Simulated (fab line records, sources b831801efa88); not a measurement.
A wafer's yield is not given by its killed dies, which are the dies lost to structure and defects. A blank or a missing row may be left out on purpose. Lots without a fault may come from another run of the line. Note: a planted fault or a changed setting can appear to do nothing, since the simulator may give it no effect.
Matching of chambers | flow sky130 | SKY_FIELD_ISO_ETCH_17 on rie-si-01: 4 sister chambers
The step etches Si in HBr/Cl2/O2, target depth 342 nm, time 97.7 s. 4 wafers are shown with their chamber, then 7 later ones without.

== WAFERS WITH THEIR CHAMBER ==
wafer  | chamber | drypump-motor-current-A (A)
L350.4 | 2       | 6.1
L361.4 | 1       | 6.0
L363.2 | 0       | 5.3
L363.3 | 3       | 5.5

== WAFERS WITH NO CHAMBER GIVEN ==
wafer  | drypump-motor-current-A (A)
L363.5 | 6.0
L364.1 | 6.2
L364.3 | 6.0
L364.4 | 5.5
L366.1 | 6.2
L366.2 | 6.0
L366.6 | 5.3

== WHICH CHAMBER EACH WENT THROUGH ==
wafer  | from the rows above     | in truth
L363.5 | can't be placed: 1 or 2 | 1
L364.1 | can't be placed: 2 or 1 | 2
L364.3 | can't be placed: 1 or 2 | 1
L364.4 | 3                       | 3
L366.1 | can't be placed: 2 or 1 | 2
L366.2 | can't be placed: 1 or 2 | 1
L366.6 | 0                       | 0
2 of 7 placed correctly. Can't be placed from these rows: 5 (the true chamber is among the candidates in 5). Number placed wrongly: 0.
How it was worked out, from the rows above alone: a wafer's distance from a chamber is the root of the sum, over the readings, of the square of ((its reading less the chamber's mean) divided by the reading's scatter). If the next closest chamber is less than 2 further off than the closest, the wafer can't be placed; otherwise it belongs to the closest. A chamber's mean is the mean of its shown wafers. The scatter: with one shown wafer a chamber, the root of the mean of the squares of how far each hidden wafer lies from its nearest shown one.
